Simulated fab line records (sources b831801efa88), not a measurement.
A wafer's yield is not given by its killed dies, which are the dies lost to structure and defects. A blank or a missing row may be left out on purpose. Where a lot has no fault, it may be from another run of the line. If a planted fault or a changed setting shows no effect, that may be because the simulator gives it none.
One fault through the eyes of 2 desks | flow gf180mcu | what lay behind the numbers comes last; until then each desk has only its own

== THE METROLOGY DESK ==
What the gauges read for every lot (on any tool): the sampled wafers with a number, averaged. If a lot's mean is further than 4 standard deviations from the usual mean, the lot is out of limits and carries the mark OUT (the distance appears in the brackets).
Columns: A = VT_IMPLANT_4_TW at GF_VT_IMPLANT_TW_MEAS_43, usual 690; B = NWELL_RS at GF_VT_IMPLANT_RS_MEAS_47, usual 488.2 ohm/sq; C = cd nm at GF_HV_LDD_CD_MEAS_07, usual 399.7 nm
lot  | first seen here | A   | B     | C
L707 | day 7 17:17     | 696 | 489.0 | 398.8
L708 | day 8 06:39     | 699 | 489.7 | 397.8
L709 | day 8 10:16     | 695 | 489.3 | 400.7
L710 | day 8 17:08     | 699 | 487.6 | 400.8
L711 | day 8 22:52     | 691 | 488.6 | 401.5
L712 | day 9 04:38     | 698 | 488.0 | 399.0
L713 | day 9 14:01     | 691 | 486.5 | 396.8
L714 | day 9 18:58     | 686 | 485.9 | 397.3
L715 | day 10 02:05    | 691 | 487.9 | 398.1
L719 | day 11 08:17    | 689 | 489.7 | 401.3
L722 | day 12 04:19    | 676 | 488.2 | 398.3
L725 | day 12 22:17    | 689 | 487.6 | 399.9
L727 | day 13 08:53    | 693 | 487.4 | 398.3
L728 | day 13 18:05    | 695 | 487.3 | 399.7
Result from this desk: across the 14 lots, nothing is out of limits.

== DESK OF THE TOOL OWNER: rie si-01 ==
The tool's own readings at GF_POLY_GATE_ETCH_13 (etches poly-Si in HBr/Cl2, stops on SiO2, target depth 198.5 nm, time 69.6 s): means of the sampled wafers that have a number, for each lot that ran on this tool. If a lot's mean is further than 4 standard deviations from the usual mean, the lot is out of limits and carries the mark OUT (the distance appears in the brackets).
Columns: A = drypump motor current A at GF_POLY_GATE_ETCH_13, usual 5.8 A; B = oes product au at GF_POLY_GATE_ETCH_13, usual 0.986 a.u.; C = rf fwd power W at GF_POLY_GATE_ETCH_13, usual 396.6 W; D = run length s at GF_POLY_GATE_ETCH_13, usual 98.1 s; E = throttle valve pct at GF_POLY_GATE_ETCH_13, usual 33.684 %
lot  | first seen here | A   | B     | C     | D              | E
L707 | day 9 08:43     | 5.7 | 0.994 | 397.3 | 98.2           | 33.686
L708 | day 9 22:19     | 5.9 | 0.996 | 395.9 | 98.4           | 33.682
L709 | day 10 04:31    | 5.9 | 0.987 | 397.6 | 98.4           | 33.685
L710 | day 10 08:55    | 5.9 | 0.983 | 397.6 | 98.2           | 33.682
L711 | day 10 14:46    | 5.8 | 0.983 | 396.5 | 98.0           | 33.684
L713 | day 11 08:32    | 5.7 | 0.988 | 394.8 | 97.9           | 33.690
L714 | day 11 13:08    | 5.8 | 0.995 | 396.2 | 97.9           | 33.683
L715 | day 11 20:25    | 5.6 | 0.995 | 396.7 | 98.2           | 33.677
L719 | day 13 08:43    | 5.8 | 0.992 | 396.7 | 97.9           | 33.687
L722 | day 14 05:46    | 5.6 | 0.990 | 398.7 | 83.9 (-34) OUT | 33.684
L725 | day 14 21:55    | 5.9 | 0.990 | 397.1 | 91.2 (-16) OUT | 33.689
L727 | day 15 10:49    | 5.9 | 0.990 | 397.9 | 98.1           | 33.686
This desk finds L722, L725 out of limits, L722 being first, at day 14 05:46 (run length s at GF_POLY_GATE_ETCH_13). L707, L708, L709, L710, L711, L713, L714, L715, L719, L727: within limits.

== PUT TOGETHER ==
The tool owner's desk could have raised an alarm at day 14 05:46, on L722, L725.
The metrology desk saw nothing out of limits.
The metrology desk holds a record of L722, L725, inside its limits.
All the named lots went through GF_POLY_GATE_ETCH_13 on rie si-01.

== WHAT THE SIMULATOR PUT IN ==
rie si-01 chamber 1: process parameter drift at GF_POLY_GATE_ETCH_13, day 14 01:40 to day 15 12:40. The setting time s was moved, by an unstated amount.
Shown lots that were struck: L722, L725.
Delay in hours, fault start to first out-of-limits reading, by desk: the tool owner's desk at 4.
